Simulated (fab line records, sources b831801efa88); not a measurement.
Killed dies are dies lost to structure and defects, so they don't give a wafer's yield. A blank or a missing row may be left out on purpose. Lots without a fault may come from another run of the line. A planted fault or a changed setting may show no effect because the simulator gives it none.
fab line records | flow gf180mcu
record lots=6 wafers=18 last_day=34
route steps=602 shown MIM@523 M5@526
lots that met no fault: from a run of the same line without faults
start_h: hours from the record's first day to the start of the lot's first wafer shown | wait_h: hours since the lot's step before | " the same as in the row above | L1.1+2: a row that stands for several wafers | - no value, or no start given | * or withheld: withheld | < > ~ a bound
route shown NAME@n: a module of which the file shows steps, and the number in the route of the first | usual: mean/standard deviation of fault-free wafers | same: alike in all rows | chamber/n: place in a boat | sites: the reading at each site | _std_site: their standard deviation | _edge_site: outer sites' mean less inner sites' | radius_mm: how far each site lies from the wafer's centre | mask NAME#n: copy n | behind: the tool/chamber that last shaped the wafer | hold: why the lot was held/for how many hours/how that ended | device: the transistor (n, p or np) that didn't switch | end of line: the same wafers' tests at the end of the route | a step without rows: its recipe alone | killed: dies lost to structure and defects at the first sort, not the wafer's yield | map: a wafer's dies, x killed, . not, _ none there
set.NAME: the setting as run; set.NAME@STEP: as run at that earlier step | model.NAME: the simulator's own value behind a step, which no gauge read
lots at some steps of the route; a table a step, a row a wafer
services: from which hour (start_h, from the record's first day; less than 0 if before it) a tool's chamber was out of use, for how many hours, and why
## steps
# step GF_MIM_STRIP_20
# recipe chemistry=O2/N2 power_w=1400 pressure_mtorr=1500 platen_temp_c=250 o2_flow_sccm=3000 n2_flow_sccm=300 overash_fraction=0.5
# usual drypump_motor_current_A=5.4/0.64 heater_power_w=350/30 oes_product_au=0.691/0.0041 strip_time_to_endpoint_s=11.20/0.04
# columns lot.wafer tool chamber start_h wait_h drypump_motor_current_A heater_power_w oes_product_au rf_hours_counter_h strip_time_to_endpoint_s
L973.3 plasma_asher-04 1 597.08 0.1 6.0 374 0.694 - 11.22
L973.5 " 0 " " 5.1 360 0.683 - 11.20
L973.6 " 1 " " 6.1 377 0.698 - 11.19
L982.2 plasma_asher-04 1 667.10 0.1 6.1 380 0.686 102 11.22
L982.5 " 0 " " 5.1 361 0.693 - 11.28
L982.6 " 1 " " 6.1 382 0.699 - 11.24
L988.1 plasma_asher-02 0 705.31 0.0 4.7 377 0.695 94 11.24
L988.3 " 1 " " 6.2 327 0.688 - 11.26
L988.4 " 0 " " 4.7 382 0.697 - 11.26
L990.2 plasma_asher-04 1 722.26 0.0 6.1 370 0.695 106 11.17
L990.4 " 0 " " 5.1 350 0.686 - 11.19
L990.6 " 0 " " 5.2 356 0.683 - 11.16
L994.1 plasma_asher-03 1 741.46 0.0 4.9 353 0.686 65 11.19
L994.3 " 0 " " 4.7 283 0.693 - 11.24
L994.5 " 1 " " 4.9 349 0.699 - 11.21
L995.1 plasma_asher-02 0 747.38 0.0 4.7 380 0.690 100 11.22
L995.3 " 0 " " 4.7 379 0.692 - 11.19
L995.4 " 1 " " 6.2 329 0.693 - 11.24
# step GF_MIM_STRIP_21
# recipe chemistry=post_etch_residue_remover time_s=1200 temp_c=72.5
# step GF_MIM_CLEAN_22
# recipe chemistry=DIW dry=n2_spin
# step GF_M5_DEHYDRATE_00
# recipe temp_c=200 time_s=60
# step GF_M5_HMDS_01
# recipe prime_time_s=60 prime_temp_c=120
# step GF_M5_COAT_02
# recipe resist=KrF spin_rpm=withheld resist_thk_nm=1000
# step GF_M5_SOFTBAKE_03
# recipe temp_c=130 time_s=60 resist=KrF
# step GF_M5_EXPOSE_04
# recipe mask_id=Metal5 target_cd_nm=280 na=0.68 source_shape=conventional sigma_outer=0.6 dose_mj=28
# step GF_M5_PEB_05
# recipe peb_temp_c=134.5 peb_time_s=90 resist=KrF
# step GF_M5_DEVELOP_06
# recipe develop_time_s=60 dev_temp_c=21
# step GF_M5_CD_MEAS_07
# recipe target_cd_nm=280
# usual cd_nm=280.0/1.3
# columns lot.wafer tool chamber start_h wait_h cd_nm
L973.3 cd_sem-01 - 618.22 0.1 278.8
L973.5 " - " " 279.9
L973.6 " - " " 279.8
L982.2 cd_sem-01 - 686.71 0.1 277.2
L982.5 " - " " 278.7
L982.6 " - " " 278.0
L988.1 cd_sem-01 - 723.51 0.1 279.8
L988.3 " - " " 280.3
L988.4 " - " " 280.3
L990.2 cd_sem-02 - 739.41 0.1 282.6
L990.4 " - " " 282.7
L990.6 " - " " 281.5
L994.1 cd_sem-01 - 758.49 0.1 278.8
L994.3 " - " " 280.3
L994.5 " - " " 281.1
L995.1 cd_sem-02 - 763.96 0.1 278.8
L995.3 " - " " 280.9
L995.4 " - " " 279.5
# step GF_M5_OVL_MEAS_08
# usual M5_OVL=-8/4.9
# columns lot.wafer tool chamber start_h wait_h M5_OVL[nm]
L973.3 overlay-01 - 618.32 0.1 -6
L973.5 " - " " -8
L973.6 " - " " -9
L982.2 overlay-02 - 686.82 0.1 -2
L982.5 " - " " 1
L982.6 " - " " 3
L988.1 overlay-01 - 723.63 0.1 -8
L988.3 " - " " -7
L988.4 " - " " -12
L990.2 overlay-01 - 739.51 0.1 -16
L990.4 " - " " -12
L990.6 " - " " -11
L994.1 overlay-01 - 758.61 0.1 -7
L994.3 " - " " -14
L994.5 " - " " -14
L995.1 overlay-02 - 764.08 0.1 -6
L995.3 " - " " -5
L995.4 " - " " -7
# step GF_M5_ETCH_09
# recipe chemistry=CF4/O2 target=Si3N4 target_depth_nm=52 source_w=800 bias_w=150 pressure_mtorr=150 cf4_flow_sccm=80 O2_flow_sccm=10 time_s=11.6
# usual drypump_motor_current_A=5.6/0.48 oes_product_au=0.996/0.011 throttle_valve_pct=5.969/0.0094
# columns lot.wafer tool chamber start_h wait_h drypump_motor_current_A oes_product_au rf_hours_counter_h throttle_valve_pct model.etch.depth_nm model.KrF_of_M5_COAT_02.thk_nm
L973.3 rie_diel-04 3 618.34 0.0 6.4 0.999 5 5.969 52.52 952.1
L973.5 " 0 " " 5.5 0.993 - 5.962 51.66 952.3
L973.6 " 3 " " 6.4 1.006 - 5.977 52.04 955.2
L982.2 rie_diel-03 0 686.85 0.0 6.1 1.001 4 5.969 51.84 951
L982.5 " 1 " " 5.0 0.983 - 5.966 50.85 950.3
L982.6 " 2 " " 5.1 1.004 - 5.972 52.22 944.7
L988.1 rie_diel-03 0 723.66 0.0 6.1 1.282 5 6.051 75.6 938.6
L988.3 " 2 " " 5.1 1.287 9 6.051 75.38 935.5
L988.4 " 2 " " 5.1 1.294 - 6.044 76.07 934.5
L990.2 rie_diel-03 0 739.54 0.0 6.1 1.288 6 6.048 75.83 938.4
L990.4 " 3 " " 5.3 1.308 4 6.071 77.8 936.9
L990.6 " 1 " " 5.0 1.274 - 6.040 74.67 934.8
L994.1 rie_diel-01 2 758.64 0.0 6.4 1.004 46 5.979 52.37 952.6
L994.3 " 3 " " 5.7 1.003 16 5.965 51.56 949.6
L994.5 " 1 " " 5.4 0.995 - 5.974 51.35 950.7
L995.1 rie_diel-04 2 764.11 0.0 6.0 0.962 20 5.953 48.7 949.8
L995.3 " 3 " " 6.4 0.993 12 5.954 51.2 947.6
L995.4 " 1 " " 5.6 0.989 9 5.966 51.31 947.3
# step GF_M5_METAL_ETCH_10
# recipe chemistry=Cl2/BCl3 mask_material=KrF target_depth_nm=750.8 stop_on=SiO2 pressure_mtorr=8 icp_w=800 bias_w=140 Cl2_flow_sccm=80 bcl3_flow_sccm=40 time_s=125.1
# usual drypump_motor_current_A=5.38/0.28 oes_product_au=0.988/0.0073 throttle_valve_pct=28.232/0.011
# columns lot.wafer tool chamber start_h wait_h drypump_motor_current_A oes_product_au rf_hours_counter_h throttle_valve_pct model.KrF_of_M5_COAT_02.thk_nm
L973.3 rie_metal-04 1 618.41 0.1 5.61 0.979 - 28.243 661
L973.5 " 1 " " 5.61 0.975 - 28.255 661.6
L973.6 " 0 " " 4.90 0.982 - 28.239 656.9
L982.2 rie_metal-03 0 686.87 0.0 5.68 0.983 4 28.240 652
L982.5 " 0 " " 5.69 0.992 - 28.241 651
L982.6 " 1 " " 5.31 0.993 - 28.205 644.3
L988.1 rie_metal-03 0 723.69 0.0 5.70 0.994 6 28.221 641.7
L988.3 " 1 " " 5.32 0.991 - 28.220 636.9
L988.4 " 0 " " 5.68 0.985 - 28.253 639.3
L990.2 rie_metal-04 0 739.57 0.0 4.90 0.999 1 28.225 632.5
L990.4 " 1 " " 5.60 0.989 - 28.251 641.3
L990.6 " 0 " " 4.91 0.991 - 28.223 631.6
L994.1 rie_metal-02 0 758.67 0.0 5.35 0.999 9 28.237 647.5
L994.3 " 0 " " 5.33 0.990 - 28.230 644.3
L994.5 " 0 " " 5.32 0.994 - 28.235 647.6
L995.1 rie_metal-04 1 764.13 0.0 5.61 0.984 13 28.233 657.9
L995.3 " 1 " " 5.60 0.984 - 28.219 653.1
L995.4 " 0 " " 4.95 0.995 - 28.217 645.8
# step GF_M5_STRIP_11
# recipe chemistry=O2/N2 power_w=1400 pressure_mtorr=1500 platen_temp_c=250 o2_flow_sccm=3000 n2_flow_sccm=300 overash_fraction=0.5
# usual drypump_motor_current_A=5.2/0.49 heater_power_w=345/36 oes_product_au=0.524/0.0052 strip_time_to_endpoint_s=7.07/0.058
# columns lot.wafer tool chamber start_h wait_h drypump_motor_current_A heater_power_w oes_product_au rf_hours_counter_h strip_time_to_endpoint_s
L973.3 plasma_asher-01 1 618.53 0.1 5.6 372 0.527 - 7.13
L973.5 " 1 " " 5.6 369 0.533 - 7.17
L973.6 " 0 " " 5.2 329 0.529 - 7.10
L982.2 plasma_asher-04 1 687.00 0.1 6.1 372 0.526 104 7.05
L982.5 " 0 " " 5.1 368 0.525 - 7.07
L982.6 " 1 " " 6.1 379 0.524 - 6.98
L988.1 plasma_asher-04 0 723.81 0.1 5.1 357 0.522 106 6.95
L988.3 " 1 " " 6.1 382 0.520 - 6.92
L988.4 " 0 " " 5.1 362 0.528 - 6.93
L990.2 plasma_asher-03 1 739.70 0.1 4.9 357 0.509 65 6.87
L990.4 " 0 " " 4.7 283 0.520 - 6.96
L990.6 " 1 " " 4.9 340 0.510 - 6.86
L994.1 plasma_asher-03 1 758.80 0.1 5.0 346 0.523 67 7.02
L994.3 " 0 " " 4.7 290 0.518 - 6.99
L994.5 " 0 " " 4.7 284 0.520 - 7.03
L995.1 plasma_asher-03 0 764.26 0.1 4.7 288 0.525 67 7.11
L995.3 " 1 " " 4.9 351 0.528 - 7.06
L995.4 " 0 " " 4.7 277 0.519 - 6.99
# step GF_M5_STRIP_12
# recipe chemistry=post_etch_residue_remover time_s=1200 temp_c=72.5
## services
# columns tool chamber start_h hours kind
plasma_asher-02 - 591.71 10.0 pm
plasma_asher-04 - 599.65 1.5 repair
rie_metal-02 - 609.98 1.4 repair
rie_metal-02 1 614.59 9.7 repair
rie_diel-01 0 620.93 3.1 repair
rie_diel-03 - 638.73 14.6 pm
rie_diel-04 3 658.29 1.5 repair
plasma_asher-03 - 666.48 5.7 repair
rie_metal-02 - 677.73 14.6 pm
rie_diel-01 - 686.37 10.0 pm
plasma_asher-03 - 691.13 2.8 pm
plasma_asher-02 - 695.02 5.9 repair
rie_metal-03 - 698.98 0.4 repair
rie_diel-01 1 700.42 3.1 repair
plasma_asher-04 - 701.51 5.6 repair
plasma_asher-04 - 709.17 9.3 repair
rie_metal-04 - 716.74 4.3 pm
plasma_asher-03 - 719.98 12.3 repair
rie_metal-02 0 723.67 16.8 repair
rie_metal-03 - 727.26 2.8 pm
rie_diel-04 - 728.87 2.8 pm
plasma_asher-04 - 733.75 9.0 pm
rie_diel-04 - 733.82 0.3 repair
plasma_asher-01 - 735.46 4.0 repair
## key
first_sign step=GF_M5_ETCH_09 reading=oes_product_au direction=up sigmas=28 usual=0.996 struck=1.289
effect step=GF_M5_ETCH_09 reading=throttle_valve_pct direction=up sigmas=8.8 usual=5.969 struck=6.051
effect step=GF_M5_STRIP_11 reading=strip_time_to_endpoint_s direction=down sigmas=2.6 usual=* struck=*
model_effect step=GF_M5_ETCH_09 value=etch.depth_nm without=51.43 struck=75.89
model_effect step=GF_M5_METAL_ETCH_10 value=KrF_of_M5_COAT_02.thk_nm without=653.5 struck=637.2
met_at GF_M5_ETCH_09
struck_wafers L988.1,L988.3,L988.4,L990.2,L990.4,L990.6
onset_between 686.85 723.66
fault kind=process_parameter_drift tool=rie_diel-03 chamber=- onset_h=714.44 steps=GF_M5_ETCH_09 channel=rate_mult offset=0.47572 shape=step end_h=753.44
